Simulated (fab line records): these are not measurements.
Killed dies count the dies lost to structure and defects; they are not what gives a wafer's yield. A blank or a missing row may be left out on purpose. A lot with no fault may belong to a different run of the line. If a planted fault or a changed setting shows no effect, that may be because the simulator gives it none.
Chamber matching :: flow gf180mcu :: 3 sister chambers for GF_V4_CVD_02 on pecvd-01
The step deposits SiO2 from TEOS, target thk 850 nm, time 94.851 s. 6 wafers are shown with their chamber, then 12 later ones without.

## WAFERS WITH THEIR CHAMBER
wafer: L082.3
chamber: 0
heater power w (W): 631

wafer: L083.4
chamber: 0
heater power w (W): 597

wafer: L083.6
chamber: 1
heater power w (W): 567

wafer: L089.3
chamber: 2
heater power w (W): 646

wafer: L089.4
chamber: 2
heater power w (W): 722

wafer: L089.6
chamber: 1
heater power w (W): 596

## WAFERS WHOSE CHAMBER IS MISSING
wafer: L091.2
heater power w (W): 607

wafer: L091.4
heater power w (W): 632

wafer: L091.5
heater power w (W): 769

wafer: L093.1
heater power w (W): 661

wafer: L093.2
heater power w (W): 746

wafer: L093.6
heater power w (W): 785

wafer: L096.1
heater power w (W): 632

wafer: L096.2
heater power w (W): 594

wafer: L096.3
heater power w (W): 802

wafer: L097.1
heater power w (W): 670

wafer: L097.3
heater power w (W): 568

wafer: L097.4
heater power w (W): 756

## EACH ONE'S CHAMBER
wafer: L091.2
from the rows above: can't be placed: 0 or 1 or 2
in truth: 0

wafer: L091.4
from the rows above: can't be placed: 0 or 1 or 2
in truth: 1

wafer: L091.5
from the rows above: can't be placed: 2 or 0
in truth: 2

wafer: L093.1
from the rows above: can't be placed: 2 or 0 or 1
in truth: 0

wafer: L093.2
from the rows above: can't be placed: 2 or 0
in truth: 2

wafer: L093.6
from the rows above: can't be placed: 2 or 0
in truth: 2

wafer: L096.1
from the rows above: can't be placed: 0 or 1 or 2
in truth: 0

wafer: L096.2
from the rows above: can't be placed: 1 or 0
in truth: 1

wafer: L096.3
from the rows above: can't be placed: 2 or 0
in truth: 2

wafer: L097.1
from the rows above: can't be placed: 2 or 0
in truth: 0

wafer: L097.3
from the rows above: can't be placed: 1 or 0
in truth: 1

wafer: L097.4
from the rows above: can't be placed: 2 or 0
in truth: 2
Placed correctly: 0 of 12. Unplaceable from these rows: 12, with the true chamber sitting among the candidates in 12. Number placed wrongly: 0.
How it was worked out, from the rows above alone: a wafer's distance from a chamber is the root of the sum, over the readings, of the square of ((its reading less the chamber's mean) divided by the reading's scatter). The wafer belongs to the nearest chamber; if the next one is less than 2 further off, it can't be placed. The mean given for a chamber averages the wafers shown for that chamber. How the scatter is found: for the shown wafers, subtract from each reading the mean of its chamber, square and add these, divide the total by (wafers less chambers), then take the root.
